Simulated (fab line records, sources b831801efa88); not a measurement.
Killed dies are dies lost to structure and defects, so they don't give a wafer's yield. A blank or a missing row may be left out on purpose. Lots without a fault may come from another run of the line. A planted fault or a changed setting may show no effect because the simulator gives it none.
fab line records | flow sky130
record lots=6 wafers=18 last_day=49
route steps=708 shown FIELD_ISO@29 NWELL@32 DNWELL@35 PWDE@45 PAD_OPEN@708
lots that met no fault: from a run of the same line without faults
start_h: hours from the record's first day to the start of the lot's first wafer shown | wait_h: hours since the lot's step before | " the same as in the row above | L1.1+2: a row that stands for several wafers | - no value, or no start given | * or withheld: withheld | < > ~ a bound
route shown NAME@n: a module of which the file shows steps, and the number in the route of the first | usual: mean/standard deviation of fault-free wafers | same: alike in all rows | chamber/n: place in a boat | sites: the reading at each site | _std_site: their standard deviation | _edge_site: outer sites' mean less inner sites' | radius_mm: how far each site lies from the wafer's centre | mask NAME#n: copy n | behind: the tool/chamber that last shaped the wafer | hold: why the lot was held/for how many hours/how that ended | device: the transistor (n, p or np) that didn't switch | end of line: the same wafers' tests at the end of the route | a step without rows: its recipe alone | killed: dies lost to structure and defects at the first sort, not the wafer's yield | map: a wafer's dies, x killed, . not, _ none there
set.NAME: the setting as run; set.NAME@STEP: as run at that earlier step | model.NAME: the simulator's own value behind a step, which no gauge read
lots at some steps of the route; a table a step, a row a wafer
services: from which hour (start_h, from the record's first day; less than 0 if before it) a tool's chamber was out of use, for how many hours, and why
## steps
# step SKY_FIELD_ISO_WET_ETCH_28
# recipe chemistry=dHF target_depth_nm=23.7 target=SiO2 dilution=10:1 temp_c=25 time_s=47
# step SKY_FIELD_ISO_WET_ETCH_29
# recipe chemistry=H3PO4 target_depth_nm=160 target=Si3N4 temp_c=160 time_s=1825
# step SKY_FIELD_ISO_WET_ETCH_30
# recipe chemistry=dHF target_depth_nm=25 target=SiO2 dilution=10:1 temp_c=25 time_s=50
# step SKY_NWELL_CLEAN_00
# recipe chemistry=SC1/SC2 mix=1:4:20 temp_c=70 time_s=150 dry=n2_spin
# step SKY_NWELL_OXIDATION_01
# recipe temp_c=900 ambient=O2 stabilise_s=600 purge_s=300 target_thk_a=100 ox_time_s=1418
# step SKY_NWELL_THK_MEAS_02
# recipe reads=SiO2_of_NWELL_OXIDATION_01
# usual NWELL_OXIDATION_THK=9.98/0.15
# columns lot.wafer tool chamber start_h wait_h NWELL_OXIDATION_THK[nm]
L864.1 film_metro-01 - 41.61 0.0 10.11
L864.2 " - " " 10.11
L864.4 " - " " 10.19
L865.1 film_metro-02 - 45.41 0.0 10.03
L865.2 " - " " 9.90
L865.5 " - " " 9.87
L870.1 film_metro-02 - 74.89 0.0 9.70
L870.2 " - " " 9.79
L870.5 " - " " 9.91
L877.1 film_metro-02 - 110.75 0.0 10.17
L877.4 " - " " 9.93
L877.6 " - " " 9.86
L878.1 film_metro-01 - 115.09 0.0 10.11
L878.3 " - " " 10.13
L878.5 " - " " 10.04
L881.2 film_metro-02 - 135.13 0.0 9.89
L881.3 " - " " 9.78
L881.5 " - " " 9.97
# step SKY_DNWELL_DEHYDRATE_00
# recipe temp_c=200 time_s=60
# step SKY_DNWELL_HMDS_01
# recipe prime_time_s=60 prime_temp_c=120
# step SKY_DNWELL_COAT_02
# recipe spin_rpm=2000 resist_thk_nm=3000
# step SKY_DNWELL_SOFTBAKE_03
# recipe temp_c=110 time_s=withheld
# step SKY_DNWELL_EXPOSE_04
# recipe mask_id=DNM na=0.57 target_cd_nm=3000 dose_mj=222
# step SKY_DNWELL_PEB_05
# recipe temp_c=115 time_s=withheld
# step SKY_DNWELL_DEVELOP_06
# recipe wall_angle_deg=90 developer=TMAH develop_time_s=60 dev_temp_c=23
# usual chill_plate_temp_C=22.98/0.1 resist_line_temp_C=23.01/0.092
# columns lot.wafer tool chamber start_h wait_h chill_plate_temp_C resist_line_temp_C
L864.1 litho_track-04 0 56 - 23.00 22.82
L864.2 " 0 " " 22.99 23.01
L864.4 " 0 " " 23.15 23.03
L865.1 litho_track-04 0 60 - 22.97 22.94
L865.2 " 0 " " 22.85 22.95
L865.5 " 0 " " 23.09 22.84
L870.1 litho_track-02 0 92 - 22.97 23.09
L870.2 " 0 " " 23.03 23.08
L870.5 " 0 " " 22.94 23.02
L877.1 litho_track-02 0 128 - 22.77 22.92
L877.4 " 0 " " 22.94 22.97
L877.6 " 0 " " 22.79 22.88
L878.1 litho_track-02 0 133 - 22.98 22.93
L878.3 " 0 " " 23.11 22.97
L878.5 " 0 " " 22.82 22.92
L881.2 litho_track-04 0 153 - 23.05 23.05
L881.3 " 0 " " 22.94 23.01
L881.5 " 0 " " 23.04 23.15
# step SKY_DNWELL_IMPLANT_07
# recipe species=P energy_kev=withheld dose_cm2=withheld tilt_deg=withheld
# step SKY_DNWELL_STRIP_08
# recipe chemistry=O2/N2 power_w=1400 pressure_mtorr=1500 platen_temp_c=withheld o2_flow_sccm=3000 n2_flow_sccm=300 overash_fraction=0.5
# usual drypump_motor_current_A=5.7/0.51 oes_product_au=0.722/0.0046 strip_time_to_endpoint_s=36.90/0.093
# same overash_fraction=0.5
# columns lot.wafer tool chamber start_h wait_h drypump_motor_current_A oes_product_au rf_hours_counter_h strip_time_to_endpoint_s
L864.1 plasma_asher-02 0 57.01 0.1 5.0 0.723 35 36.90
L864.2 " 1 " " 5.5 0.714 35 36.95
L864.4 " 1 " " 5.5 0.721 - 36.96
L865.1 plasma_asher-02 0 61.11 0.1 5.0 0.727 36 36.79
L865.2 " 1 " " 5.5 0.710 36 36.83
L865.5 " 0 " " 5.0 0.721 - 36.84
L870.1 plasma_asher-03 1 92.38 0.1 6.4 0.733 40 36.73
L870.2 " 0 " " 5.8 0.721 40 36.82
L870.5 " 0 " " 5.8 0.717 - 36.90
L877.1 plasma_asher-02 1 129.08 0.1 5.5 0.726 1 36.97
L877.4 " 1 " " 5.5 0.726 - 36.95
L877.6 " 0 " " 5.0 0.719 - 36.97
L878.1 plasma_asher-04 1 133.93 0.1 5.2 0.717 47 36.96
L878.3 " 1 " " 5.2 0.718 - 36.95
L878.5 " 1 " " 5.2 0.725 - 37.02
L881.2 plasma_asher-04 1 154.16 0.1 5.2 0.732 49 36.78
L881.3 " 1 " " 5.2 0.720 - 36.85
L881.5 " 0 " " 6.2 0.720 - 36.83
# step SKY_DNWELL_TW_MEAS_09
# usual DNWELL_TW=1107/8.4
# columns lot.wafer tool chamber start_h wait_h DNWELL_TW
L864.1 film_metro-01 - 57.11 0.1 1111
L864.2 " - " " 1118
L864.4 " - " " 1115
L865.1 film_metro-04 - 61.21 0.1 1106
L865.2 " - " " 1105
L865.5 " - " " 1108
L870.1 film_metro-02 - 92.48 0.1 1085
L870.2 " - " " 1092
L870.5 " - " " 1088
L877.1 film_metro-01 - 129.18 0.1 1107
L877.4 " - " " 1103
L877.6 " - " " 1102
L878.1 film_metro-01 - 134.03 0.1 1108
L878.3 " - " " 1103
L878.5 " - " " 1110
L881.2 film_metro-04 - 154.27 0.1 1110
L881.3 " - " " 1110
L881.5 " - " " 1113
# step SKY_PWDE_DEHYDRATE_00
# recipe temp_c=200 time_s=60
# step SKY_PWDE_HMDS_01
# recipe prime_time_s=60 prime_temp_c=120
# step SKY_PWDE_COAT_02
# recipe spin_rpm=2000 resist_thk_nm=3000
# step SKY_PWDE_SOFTBAKE_03
# recipe temp_c=110 time_s=withheld
# step SKY_PWDE_EXPOSE_04
# recipe mask_id=PWDEM na=0.6 source_shape=conventional sigma_outer=0.6 polarization=unpolarized target_cd_nm=840 dose_mj=214
# step SKY_PWDE_PEB_05
# recipe temp_c=115 time_s=withheld
# step SKY_PWDE_DEVELOP_06
# recipe wall_angle_deg=90 developer=TMAH develop_time_s=60 dev_temp_c=23
# step SKY_PWDE_OVL_MEAS_07
# usual PWDE_OVL=0.8/1.3
# columns lot.wafer tool chamber start_h wait_h PWDE_OVL[nm]
L864.1 overlay-02 - 73.51 - -1.3
L864.2 " - " " -0.9
L864.4 " - " " -0.2
L865.1 overlay-02 - 77.32 - 2.0
L865.2 " - " " 0.2
L865.5 " - " " 1.3
L870.1 overlay-01 - 110.41 - 2.1
L870.2 " - " " -0.4
L870.5 " - " " 1.1
L877.1 overlay-01 - 148.26 - -0.8
L877.4 " - " " 1.6
L877.6 " - " " -0.1
L878.1 overlay-01 - 152.56 - 2.9
L878.3 " - " " 0.5
L878.5 " - " " -0.9
L881.2 overlay-01 - 174.21 - 2.3
L881.3 " - " " 1.2
L881.5 " - " " 1.7
# step SKY_PWDE_IMPLANT_08
# recipe species=B energy_kev=150 dose_cm2=3.6e+12 tilt_deg=withheld
# step SKY_PWDE_STRIP_09
# recipe chemistry=O2/N2 power_w=1400 pressure_mtorr=1500 platen_temp_c=withheld o2_flow_sccm=3000 n2_flow_sccm=300 overash_fraction=0.5
# usual drypump_motor_current_A=5.7/0.43 oes_product_au=0.722/0.0051 strip_time_to_endpoint_s=36.88/0.088
# same overash_fraction=0.5
# columns lot.wafer tool chamber start_h wait_h drypump_motor_current_A oes_product_au rf_hours_counter_h strip_time_to_endpoint_s
L864.1 plasma_asher-02 0 73.70 0.1 5.0 0.724 37 36.93
L864.2 " 1 " " 5.5 0.728 37 36.96
L864.4 " 0 " " 5.0 0.715 - 36.97
L865.1 plasma_asher-01 0 77.50 0.1 6.0 0.723 27 36.70
L865.2 " 1 " " 5.5 0.725 27 36.76
L865.5 " 1 " " 5.5 0.730 - 36.84
L870.1 plasma_asher-03 0 110.59 0.1 5.8 0.729 42 36.97
L870.2 " 1 " " 6.5 0.717 42 36.89
L870.5 " 0 " " 5.8 0.723 - 36.88
L877.1 plasma_asher-02 0 148.44 0.1 5.0 0.729 3 36.85
L877.4 " 0 " " 5.0 0.728 - 36.80
L877.6 " 1 " " 5.5 0.726 - 36.87
L878.1 plasma_asher-02 0 152.74 0.1 5.0 0.736 3 36.93
L878.3 " 1 " " 5.5 0.723 - 36.90
L878.5 " 0 " " 5.0 0.720 - 36.99
L881.2 plasma_asher-02 0 174.39 0.1 5.0 0.721 5 36.83
L881.3 " 0 " " 5.0 0.732 - 36.87
L881.5 " 0 " " 5.0 0.727 - 36.80
# step SKY_PWDE_TW_MEAS_10
# usual PWDE_TW=371.5/2.7
# columns lot.wafer tool chamber start_h wait_h PWDE_TW
L864.1 film_metro-04 - 73.80 0.1 373.4
L864.2 " - " " 373.2
L864.4 " - " " 372.4
L865.1 film_metro-01 - 77.60 0.1 373.4
L865.2 " - " " 374.8
L865.5 " - " " 374.3
L870.1 film_metro-01 - 110.69 0.1 374.0
L870.2 " - " " 373.1
L870.5 " - " " 374.9
L877.1 film_metro-02 - 148.54 0.1 367.5
L877.4 " - " " 368.8
L877.6 " - " " 369.5
L878.1 film_metro-01 - 152.84 0.1 374.7
L878.3 " - " " 374.5
L878.5 " - " " 372.9
L881.2 film_metro-04 - 174.50 0.1 372.9
L881.3 " - " " 372.6
L881.5 " - " " 374.6
# step SKY_NWELL_DEHYDRATE_03
# recipe temp_c=200 time_s=60
# step SKY_NWELL_HMDS_04
# recipe prime_time_s=60 prime_temp_c=120
# step SKY_NWELL_COAT_05
# recipe spin_rpm=2000 resist_thk_nm=3000
# step SKY_NWELL_SOFTBAKE_06
# recipe temp_c=110 time_s=withheld
# step SKY_NWELL_EXPOSE_07
# recipe mask_id=NWM na=0.6 source_shape=conventional sigma_outer=0.6 polarization=unpolarized target_cd_nm=840 dose_mj=255
# step SKY_NWELL_PEB_08
# recipe temp_c=115 time_s=withheld
# step SKY_NWELL_DEVELOP_09
# recipe wall_angle_deg=90 developer=TMAH develop_time_s=60 dev_temp_c=23
# step SKY_NWELL_OVL_MEAS_10
# usual NWELL_00_OVL=-0.3/1.4
# columns lot.wafer tool chamber start_h wait_h NWELL_00_OVL[nm]
L864.1 overlay-02 - 90.87 - 2.0
L864.2 " - " " 1.6
L864.4 " - " " 1.3
L865.1 overlay-02 - 94.66 - 0.9
L865.2 " - " " 0.0
L865.5 " - " " 3.1
L870.1 overlay-01 - 128.57 - -0.1
L870.2 " - " " -0.6
L870.5 " - " " -1.8
L877.1 overlay-02 - 169.08 - -1.1
L877.4 " - " " 0.0
L877.6 " - " " -0.8
L878.1 overlay-01 - 173.08 - 0.1
L878.3 " - " " -0.8
L878.5 " - " " -2.0
L881.2 overlay-02 - 195.28 - -2.2
L881.3 " - " " -4.2
L881.5 " - " " -0.8
# step SKY_NWELL_IMPLANT_11
# recipe species=P energy_kev=400 dose_cm2=1.9e+13 tilt_deg=withheld
# step SKY_NWELL_IMPLANT_12
# recipe species=P energy_kev=121.5 dose_cm2=1.3e+12 tilt_deg=withheld
# step SKY_NWELL_IMPLANT_13
# recipe species=P energy_kev=50 dose_cm2=7e+11 tilt_deg=withheld
# step SKY_NWELL_STRIP_14
# recipe chemistry=O2/N2 power_w=1400 pressure_mtorr=1500 platen_temp_c=withheld o2_flow_sccm=3000 n2_flow_sccm=300 overash_fraction=0.5
# usual drypump_motor_current_A=5.9/0.44 oes_product_au=0.722/0.0046 strip_time_to_endpoint_s=36.90/0.12
# same overash_fraction=0.5
# columns lot.wafer tool chamber start_h wait_h drypump_motor_current_A oes_product_au rf_hours_counter_h strip_time_to_endpoint_s
L864.1 plasma_asher-04 1 91.35 0.1 5.2 0.721 42 36.63
L864.2 " 0 " " 6.2 0.718 42 36.76
L864.4 " 1 " " 5.2 0.728 - 36.73
L865.1 plasma_asher-03 0 95.15 0.1 5.8 0.719 41 36.95
L865.2 " 1 " " 6.5 0.724 41 36.95
L865.5 " 1 " " 6.5 0.727 - 36.87
L870.1 plasma_asher-03 0 129.05 0.1 5.8 0.723 44 36.76
L870.2 " 1 " " 6.5 0.725 44 36.86
L870.5 " 0 " " 5.8 0.724 - 36.94
L877.1 plasma_asher-04 1 169.56 0.1 5.2 0.714 50 37.07
L877.4 " 0 " " 6.2 0.726 - 37.11
L877.6 " 0 " " 6.2 0.720 - 37.07
L878.1 plasma_asher-04 1 173.56 0.1 5.2 0.722 51 36.94
L878.3 " 1 " " 5.2 0.717 - 37.05
L878.5 " 1 " " 5.2 0.729 - 37.04
L881.2 plasma_asher-04 0 195.76 0.1 6.2 0.724 53 36.86
L881.3 " 0 " " 6.2 0.724 - 36.80
L881.5 " 1 " " 5.2 0.712 - 36.76
# step SKY_NWELL_TW_MEAS_15
# usual NWELL_TW=1812/10
# columns lot.wafer tool chamber start_h wait_h NWELL_TW
L864.1 film_metro-04 - 91.45 0.1 1824
L864.2 " - " " 1811
L864.4 " - " " 1816
L865.1 film_metro-04 - 95.25 0.1 1813
L865.2 " - " " 1819
L865.5 " - " " 1813
L870.1 film_metro-02 - 129.15 0.1 1809
L870.2 " - " " 1815
L870.5 " - " " 1810
L877.1 film_metro-02 - 169.66 0.1 1803
L877.4 " - " " 1812
L877.6 " - " " 1813
L878.1 film_metro-02 - 173.66 0.1 1806
L878.3 " - " " 1798
L878.5 " - " " 1804
L881.2 film_metro-04 - 195.87 0.1 1825
L881.3 " - " " 1815
L881.5 " - " " 1823
# step SKY_NWELL_DEHYDRATE_16
# recipe temp_c=200 time_s=60
# step SKY_NWELL_HMDS_17
# recipe prime_time_s=60 prime_temp_c=120
# step SKY_PAD_OPEN_PROBE_99
# usual killed_at_M0_to_M3=43/7.5 killed_at_M4_up=2.8/1.8 killed_at_contacts=24/5.3 killed_at_front_end=14/4.2 killed_at_other=0.3/0.54 killed_dies=84/9.4 killed_on_rim=16/3.3 killed_open=46/7.1 killed_short=38/6.6
# same gross_dies=492 killed_at_back_side=0
# columns lot.wafer tool chamber start_h wait_h hold killed_at_M0_to_M3 killed_at_M4_up killed_at_contacts killed_at_front_end killed_at_other killed_dies killed_on_rim killed_open killed_short
L864.1 prober-02 - 1079.61 0.1 - 46 3 29 9 1 88 15 57 30
L864.2 prober-02 - 1079.66 0.1 - 50 1 32 12 0 95 16 52 43
L864.4 prober-02 - 1079.76 0.2 - 49 1 27 14 1 92 17 56 36
L870.1 prober-01 - 1121.96 0.1 - 40 2 27 15 0 84 14 44 40
L870.2 prober-01 - 1122.01 0.1 - 33 2 29 5 0 69 13 40 29
L870.5 prober-01 - 1122.16 0.2 - 43 4 27 20 2 96 18 40 56
L878.1 prober-01 - 1154.65 0.1 await_dispo/5.1h/scrap 53 1 21 417 0 492 96 56 37
L878.3 prober-01 - 1154.75 0.2 await_dispo/5.1h/scrap 42 2 23 425 0 492 96 48 32
L878.5 prober-01 - 1154.85 0.2 await_dispo/5.1h/scrap 48 6 15 423 0 492 96 44 35
L877.1 prober-02 - 1157.72 0.1 await_dispo/4.7h/scrap 58 3 35 396 0 492 96 59 53
L877.4 prober-02 - 1157.87 0.2 await_dispo/4.7h/scrap 29 4 28 431 0 492 96 39 40
L877.6 prober-02 - 1157.97 0.2 await_dispo/4.7h/scrap 34 3 21 434 0 492 96 32 33
# killed by level:class
L864.1 VIA1:geometric_particle:open=12 CONTACT:geometric_particle:open=9 VIA2:geometric_particle:open=9 LI_CONTACT:geometric_particle:open=8 VIA3:geometric_particle:open=7 LOCAL_INTERCONNECT:geometric_particle:short=5 FIELD_ISO:geometric_particle:open=4 VIA2:geometric_particle:short=4
L864.2 VIA1:geometric_particle:open=15 CONTACT:geometric_particle:open=12 CONTACT:geometric_particle:short=7 LOCAL_INTERCONNECT:geometric_particle:short=6 VIA3:geometric_particle:short=6 VIA3:geometric_particle:open=6 LI_CONTACT:geometric_particle:open=5 VIA1:geometric_particle:short=5
L864.4 VIA1:geometric_particle:open=12 LI_CONTACT:geometric_particle:open=9 VIA2:geometric_particle:open=8 CONTACT:geometric_particle:open=7 CONTACT:geometric_particle:short=6 VIA3:geometric_particle:open=6 VIA2:geometric_particle:short=5 VIA1:geometric_particle:short=5
L870.1 CONTACT:geometric_particle:open=16 VIA1:geometric_particle:open=8 METAL1:geometric_particle:short=7 POLY_GATE:geometric_particle:short=5 METAL2:geometric_particle:short=5 VIA3:geometric_particle:open=5 METAL3:geometric_particle:short=4 VIA3:geometric_particle:short=4
L870.2 CONTACT:geometric_particle:open=12 VIA3:geometric_particle:open=10 LI_CONTACT:geometric_particle:open=6 CONTACT:geometric_particle:short=6 METAL1:geometric_particle:short=6 METAL2:geometric_particle:short=5 VIA1:geometric_particle:open=4 VIA2:geometric_particle:open=4
L870.5 VIA1:geometric_particle:open=11 METAL1:geometric_particle:short=8 CONTACT:geometric_particle:short=6 LI_CONTACT:geometric_particle:open=6 CONTACT:geometric_particle:open=6 FIELD_ISO:geometric_particle:open=5 LOCAL_INTERCONNECT:geometric_particle:short=5 METAL3:geometric_particle:short=5
L878.1 DNWELL:area_develop=399 VIA1:geometric_particle:open=12 VIA2:geometric_particle:open=11 CONTACT:geometric_particle:open=10 FIELD_ISO:geometric_particle:short=7 VIA3:geometric_particle:open=6 FIELD_ISO:geometric_particle:open=5 METAL1:geometric_particle:short=5
L878.3 DNWELL:area_develop=411 VIA1:geometric_particle:open=10 LI_CONTACT:geometric_particle:open=9 VIA2:geometric_particle:open=7 LOCAL_INTERCONNECT:geometric_particle:short=6 METAL1:geometric_particle:short=5 VIA3:geometric_particle:open=5 METAL2:geometric_particle:short=4
L878.5 DNWELL:area_develop=412 METAL2:geometric_particle:short=9 VIA2:geometric_particle:open=9 VIA3:geometric_particle:open=7 LI_CONTACT:geometric_particle:open=6 METAL1:geometric_particle:short=6 VIA1:geometric_particle:open=6 CONTACT:geometric_particle:open=5
L877.1 DNWELL:area_develop=380 LI_CONTACT:geometric_particle:open=13 CONTACT:geometric_particle:open=12 METAL2:geometric_particle:short=12 VIA3:geometric_particle:open=8 VIA2:geometric_particle:short=8 POLY_GATE:geometric_particle:open=7 VIA1:geometric_particle:short=7
L877.4 DNWELL:area_develop=413 CONTACT:geometric_particle:open=11 LI_CONTACT:geometric_particle:open=6 POLY_GATE:geometric_particle:open=4 LI_CONTACT:geometric_particle:short=4 LOCAL_INTERCONNECT:geometric_particle:short=4 VIA1:geometric_particle:open=4 VIA2:geometric_particle:open=4
L877.6 DNWELL:area_develop=427 CONTACT:geometric_particle:open=7 VIA3:geometric_particle:short=5 LI_CONTACT:geometric_particle:open=5 VIA1:geometric_particle:open=5 CONTACT:geometric_particle:short=5 VIA2:geometric_particle:open=4 VIA2:geometric_particle:short=4
# map L877.1 (x killed, . not)
__________xxxxxxxxxx_________
________xxxxxxxxxxxxxx_______
______xxxxxxxxxxxxxxxxxx_____
_____xxxxxxxxxxxxxxxxxxxx____
____xxxxxxxxxxxxxxxxxxxxxx___
___xxxxxxxxxxxxxxxxxxxxxxxx__
__xxxxxxxxxxxxxxxxxxxxxxxxxx_
_xxxxxxxxxxxxxxxxxxxxxxxxxxxx
_xxxxxxxxxxxxxxxxxxxxxxxxxxxx
_xxxxxxxxxxxxxxxxxxxxxxxxxxxx
_xxxxxxxxxxxxxxxxxxxxxxxxxxxx
_xxxxxxxxxxxxxxxxxxxxxxxxxxxx
_xxxxxxxxxxxxxxxxxxxxxxxxxxxx
_xxxxxxxxxxxxxxxxxxxxxxxxxxxx
_xxxxxxxxxxxxxxxxxxxxxxxxxxxx
__xxxxxxxxxxxxxxxxxxxxxxxxxx_
___xxxxxxxxxxxxxxxxxxxxxxxx__
____xxxxxxxxxxxxxxxxxxxxxx___
_____xxxxxxxxxxxxxxxxxxxx____
______xxxxxxxxxxxxxxxxxx_____
________xxxxxxxxxxxxxx_______
__________xxxxxxxxxx_________
# map L878.1 (x killed, . not)
__________xxxxxxxxxx_________
________xxxxxxxxxxxxxx_______
______xxxxxxxxxxxxxxxxxx_____
_____xxxxxxxxxxxxxxxxxxxx____
____xxxxxxxxxxxxxxxxxxxxxx___
___xxxxxxxxxxxxxxxxxxxxxxxx__
__xxxxxxxxxxxxxxxxxxxxxxxxxx_
_xxxxxxxxxxxxxxxxxxxxxxxxxxxx
_xxxxxxxxxxxxxxxxxxxxxxxxxxxx
_xxxxxxxxxxxxxxxxxxxxxxxxxxxx
_xxxxxxxxxxxxxxxxxxxxxxxxxxxx
_xxxxxxxxxxxxxxxxxxxxxxxxxxxx
_xxxxxxxxxxxxxxxxxxxxxxxxxxxx
_xxxxxxxxxxxxxxxxxxxxxxxxxxxx
_xxxxxxxxxxxxxxxxxxxxxxxxxxxx
__xxxxxxxxxxxxxxxxxxxxxxxxxx_
___xxxxxxxxxxxxxxxxxxxxxxxx__
____xxxxxxxxxxxxxxxxxxxxxx___
_____xxxxxxxxxxxxxxxxxxxx____
______xxxxxxxxxxxxxxxxxx_____
________xxxxxxxxxxxxxx_______
__________xxxxxxxxxx_________
## services
# columns tool chamber start_h hours kind
plasma_asher-04 - 43.65 0.7 repair
plasma_asher-01 - 63.79 1.7 repair
plasma_asher-04 - 65.53 1.0 repair
plasma_asher-03 - 102.92 1.3 repair
plasma_asher-02 - 108.75 9.0 pm
plasma_asher-02 0 108.75 9.0 vent_cycle
plasma_asher-02 1 108.75 9.0 vent_cycle
plasma_asher-02 0 117.75 - clean
plasma_asher-02 1 117.75 - clean
plasma_asher-03 - 155.75 0.5 repair
## key
first_sign step=SKY_PAD_OPEN_PROBE_99 reading=killed_at_front_end direction=up sigmas=96 usual=14 struck=421
effect step=SKY_PAD_OPEN_PROBE_99 reading=killed_dies direction=up sigmas=43 usual=84 struck=492
more_kills_born_at SKY_DNWELL_DEVELOP_06@litho_track-02=2442
met_at SKY_DNWELL_DEVELOP_06
struck_wafers L877.1,L877.4,L877.6,L878.1,L878.3,L878.5
tester_left_out L877,L878
onset_between 92 128
fault kind=process_parameter_drift tool=litho_track-02 chamber=- onset_h=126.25 steps=SKY_DNWELL_DEVELOP_06 channel=develop_time_s offset=* shape=step end_h=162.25 acts_in=* stated=*
# tester_left_out: of these lots the tester's yield and bins aren't shown, on N5 and GAA mostly nor the transistor test; their killed dies are dies lost to structure and defects alone, not to doping, threshold or leakage, so they don't give the yield
